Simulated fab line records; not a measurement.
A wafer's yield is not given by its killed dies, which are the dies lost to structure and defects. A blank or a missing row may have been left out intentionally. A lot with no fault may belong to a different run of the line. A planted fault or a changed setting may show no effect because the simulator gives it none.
What tool caused it? -- flow gf180mcu -- Sampling: 12 lots, 36 wafers, 7 of 602 route steps

== WHAT THE GAUGES READ, wafer by wafer ==
GF_STI_THK_MEAS_02. Usual: STI_OXIDATION_THK typically reads 10.02 nm, with standard deviation 0.21.
lot,measured,on,STI_OXIDATION_THK (nm),flag
L615,day 1 11:31,film metro-02,10.16 10.12 10.02,
L617,day 1 21:31,film metro-03,10.29 10.13 10.15,
L619,day 2 08:32,film metro-02,10.30 10.26 10.34,
L621,day 2 17:31,film metro-01,9.95 9.88 9.99,
L622,day 2 22:31,film metro-01,9.81 10.03 9.91,
L625,day 3 15:09,film metro-03,9.42 9.60 9.56,
L629,day 4 10:28,film metro-01,10.03 10.29 10.12,
L633,day 5 05:37,film metro-03,9.80 9.83 9.75,
L634,day 5 10:32,film metro-02,9.76 9.71 9.65,
L635,day 5 15:32,film metro-02,10.07 10.22 10.19,
L637,day 6 01:32,film metro-02,9.66 9.66 9.72,
L638,day 6 06:38,film metro-01,10.25 10.01 10.16,

GF_LVPWELL_OVL_MEAS_07. Usual: LVPWELL_OVL typically reads 0.2 nm, with standard deviation 1.5.
lot,measured,on,LVPWELL_OVL (nm),flag
L615,day 3 18:43,overlay-02,3.3 2.2 2.2,
L617,day 4 08:42,overlay-02,-0.5 -2.5 0.0,
L619,day 4 20:49,overlay-02,2.5 0.3 -1.0,
L621,day 5 06:37,overlay-02,1.0 -0.1 -0.2,
L622,day 5 11:40,overlay-01,2.9 2.0 2.5,
L625,day 6 05:25,overlay-02,-0.2 2.5 0.6,
L629,day 7 04:10,overlay-02,- - -,OFF
L633,day 8 01:02,overlay-02,-0.3 -0.5 -0.5,
L634,day 8 07:17,overlay-02,1.0 0.3 3.3,
L635,day 8 13:02,overlay-02,0.6 1.9 2.8,
L637,day 9 00:14,overlay-02,-2.5 -1.4 -1.6,
L638,day 9 04:52,overlay-02,-0.8 -0.2 0.8,

GF_LVPWELL_TW_MEAS_11. Usual: LVPWELL_TW typically reads 557.2, with standard deviation 2.6.
lot,measured,on,LVPWELL_TW,flag
L615,day 3 19:10,film metro-02,560.7 560.4 562.7,
L617,day 4 09:08,film metro-01,558.6 559.2 558.1,
L619,day 4 21:15,film metro-01,557.8 560.2 558.2,
L621,day 5 07:03,film metro-04,557.4 555.0 552.7,
L622,day 5 12:06,film metro-04,555.2 555.9 554.7,
L625,day 6 05:51,film metro-02,553.4 553.4 555.8,
L629,day 7 04:36,film metro-01,29.8 29.9 29.9,OFF
L633,day 8 01:47,film metro-01,556.1 558.7 555.2,
L634,day 8 07:43,film metro-02,557.5 558.8 561.1,
L635,day 8 13:29,film metro-04,552.6 551.3 557.1,
L637,day 9 00:40,film metro-04,557.3 552.7 554.0,
L638,day 9 05:19,film metro-02,561.2 561.3 564.4,

GF_MVSD_TW_MEAS_11. Usual: MVSD_TW typically reads 1573, with standard deviation 8.7.
lot,measured,on,MVSD_TW,flag
L615,day 4 08:56,film metro-04,1578 1576 1574,
L617,day 4 23:10,film metro-01,1574 1574 1578,
L619,day 5 11:38,film metro-04,1570 1571 1566,
L621,day 5 21:29,film metro-02,1577 1589 1593,
L622,day 6 03:03,film metro-04,1561 1557 1568,
L625,day 6 21:08,film metro-01,1580 1578 1570,
L629,day 7 19:39,film metro-04,1596 1597 1610,OFF
L633,day 8 18:49,film metro-04,1560 1560 1567,
L634,day 9 00:21,film metro-02,1590 1584 1577,
L635,day 9 06:24,film metro-01,1564 1562 1566,
L637,day 9 18:17,film metro-02,1585 1578 1584,
L638,day 9 22:43,film metro-01,1561 1561 1562,

GF_POLY_GATE_OVL_MEAS_11. Usual: POLY_GATE_OVL typically reads -1 nm, with standard deviation 6.1.
lot,measured,on,POLY_GATE_OVL (nm),flag
L615,day 9 00:01,overlay-02,8 9 8,
L617,day 9 20:37,overlay-01,-11 8 -2,
L619,day 10 12:22,overlay-02,-6 1 3,
L621,day 10 23:07,overlay-01,1 0 -2,
L622,day 11 05:22,overlay-02,-9 0 2,
L625,day 12 04:28,overlay-01,-1 -2 0,
L629,day 13 08:29,overlay-02,-2 -3 -4,
L633,day 14 15:04,overlay-02,-3 10 -8,
L634,day 14 18:14,overlay-02,-7 -7 -7,
L635,day 15 02:28,overlay-02,-13 -14 -5,
L637,day 15 17:58,overlay-01,5 5 -5,
L638,day 16 01:16,overlay-02,-11 2 -3,

== TOOL THAT RAN EACH LOT (tool first, then ch and the chambers of the sampled wafers, then the start) ==
lot,GF_STI_CMP_25,GF_LVPWELL_EXPOSE_04
L615,"cmp-01 ch 0,3, day 2 02:12","iline stepper-02 ch 0, day 3 12:58"
L617,"cmp-01 ch 0,1, day 2 15:23","iline stepper-01 ch 0, day 4 02:26"
L619,"cmp-02 ch 0,2, day 3 01:17","iline stepper-02 ch 0, day 4 14:07"
L621,"cmp-01 ch 0,1,3, day 3 09:47","iline stepper-02 ch 0, day 4 23:58"
L622,"cmp-01 ch 2,3, day 3 15:11","iline stepper-02 ch 0, day 5 04:52"
L625,"cmp-02 ch 0,2, day 4 08:21","iline stepper-02 ch 0, day 5 22:11"
L629,"cmp-02 ch 0,1,3, day 5 03:59","iline stepper-02 ch 0, day 6 20:17"
L633,"cmp-01 ch 1,3, day 5 23:50","iline stepper-01 ch 0, day 7 17:18"
L634,"cmp-02 ch 0,1,3, day 6 05:32","iline stepper-02 ch 0, day 7 23:18"
L635,"cmp-02 ch 0,1, day 6 10:05","iline stepper-01 ch 0, day 8 04:29"
L637,"cmp-02 ch 0,2, day 6 21:13","iline stepper-02 ch 0, day 8 15:55"
L638,"cmp-01 ch 0,3, day 7 01:26","iline stepper-02 ch 0, day 8 20:38"
- GF_STI_CMP_25: polishes, stops on Si3N4, t overpolish 33 s, target thk 524.6 nm.
- GF_LVPWELL_EXPOSE_04: exposes mask LVPWELL, target cd 600 nm.

== AS READ BY THE TOOLS THEMSELVES (means over the sampled wafers that have a number; for cases with no such wafer, the mark the record gives instead) ==
GF_STI_CMP_25. Usual: edge zone pressure frac 0.999, standard deviation 0.0051; motor current A 12.0 A, standard deviation 0.67; overpolish run s 33.000 s, standard deviation 0.0092; time to endpoint s 123 s, standard deviation 8.
lot,tool,edge zone pressure frac,motor current A (A),overpolish run s (s),time to endpoint s (s),flag
L615,cmp-01,0.997,12.3,33.005,122,
L617,cmp-01,0.997,12.6,33.004,114,
L619,cmp-02,0.999,11.7,33.001,130,
L621,cmp-01,1.001,11.8,32.998,118,
L622,cmp-01,0.995,12.4,32.994,122,
L625,cmp-02,0.990,12.0,32.996,122,
L629,cmp-02,1.002,11.7,32.998,121,
L633,cmp-01,0.998,11.3,32.998,118,
L634,cmp-02,0.997,11.8,33.005,123,
L635,cmp-02,1.005,12.0,32.999,119,
L637,cmp-02,0.998,12.0,33.000,132,
L638,cmp-01,0.996,12.1,32.997,119,

== THE ANSWER, worked out from the rows above alone ==
Rule: lot off if the mean of its wafers having a number is beyond 3 standard deviations from the usual mean. Also off: a lot with no number at a reading for which 4 or more lots have one. Where the step has rows for the other lots, those lots are counted as sound. First the gauges in route order, then the tools' own readings, where a lot's mean is used as printed above. The first step at which some lot is off is used, and at that step the reading that is off furthest; a lot without a number counts as furthest.
Off: L629, at GF_LVPWELL_OVL_MEAS_07 (LVPWELL_OVL). Without a number there: L629.
A tool fits if, at a process step before that reading, it ran every lot that is off, and no sound lot after the first of them. The gauges at GF_LVPWELL_OVL_MEAS_07 aren't tried: what is off there is off at GF_LVPWELL_TW_MEAS_11 too, on other tools, and a gauge's error can't cause that. None of those tried fits.

== WHAT THE SIMULATOR HAD INSERTED ==
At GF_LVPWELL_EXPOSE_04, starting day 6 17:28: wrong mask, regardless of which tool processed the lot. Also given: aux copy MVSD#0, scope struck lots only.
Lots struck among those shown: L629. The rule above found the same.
